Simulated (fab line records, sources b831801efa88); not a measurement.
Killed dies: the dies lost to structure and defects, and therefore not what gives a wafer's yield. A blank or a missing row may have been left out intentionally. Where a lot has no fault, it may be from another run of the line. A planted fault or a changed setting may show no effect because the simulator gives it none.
Matching of chambers :: flow gf180mcu :: 3 sister chambers for GF_V5_CVD_02 on pecvd-01
The step deposits SiO2 from TEOS, target thk 1450 nm, time 163.28 s. 3 wafers are shown with their chamber, then 9 later ones without.

## WAFERS WITH THEIR CHAMBER
wafer: L538.2
chamber: 0
heaterPowerW (W): 981

wafer: L538.3
chamber: 1
heaterPowerW (W): 639

wafer: L538.4
chamber: 2
heaterPowerW (W): 509

## WAFERS WITH NO CHAMBER GIVEN
wafer: L540.1
heaterPowerW (W): 1060

wafer: L540.2
heaterPowerW (W): 535

wafer: L540.5
heaterPowerW (W): 656

wafer: L541.2
heaterPowerW (W): 562

wafer: L541.3
heaterPowerW (W): 1008

wafer: L541.4
heaterPowerW (W): 869

wafer: L542.1
heaterPowerW (W): 895

wafer: L542.3
heaterPowerW (W): 537

wafer: L542.4
heaterPowerW (W): 595

## EACH ONE'S CHAMBER
wafer: L540.1
from the rows above: 0
in truth: 0

wafer: L540.2
from the rows above: can't be placed: 2 or 1
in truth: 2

wafer: L540.5
from the rows above: 1
in truth: 1

wafer: L541.2
from the rows above: can't be placed: 2 or 1
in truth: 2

wafer: L541.3
from the rows above: 0
in truth: 0

wafer: L541.4
from the rows above: can't be placed: 0 or 1
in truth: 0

wafer: L542.1
from the rows above: 0
in truth: 0

wafer: L542.3
from the rows above: can't be placed: 2 or 1
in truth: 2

wafer: L542.4
from the rows above: can't be placed: 1 or 2
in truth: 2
Placed correctly: 4 of 9. From these rows, 5 cannot be placed; in 5 the true chamber is one of the candidates. Placed wrongly: 0.
How it was worked out, from the rows above alone: a wafer's distance from a chamber is the root of the sum, over the readings, of the square of ((its reading less the chamber's mean) divided by the reading's scatter). If the next closest chamber is less than 2 further off than the closest, the wafer can't be placed; otherwise it belongs to the closest. The mean given for a chamber averages the wafers shown for that chamber. The scatter: with one shown wafer a chamber, the root of the mean of the squares of how far each hidden wafer lies from its nearest shown one.
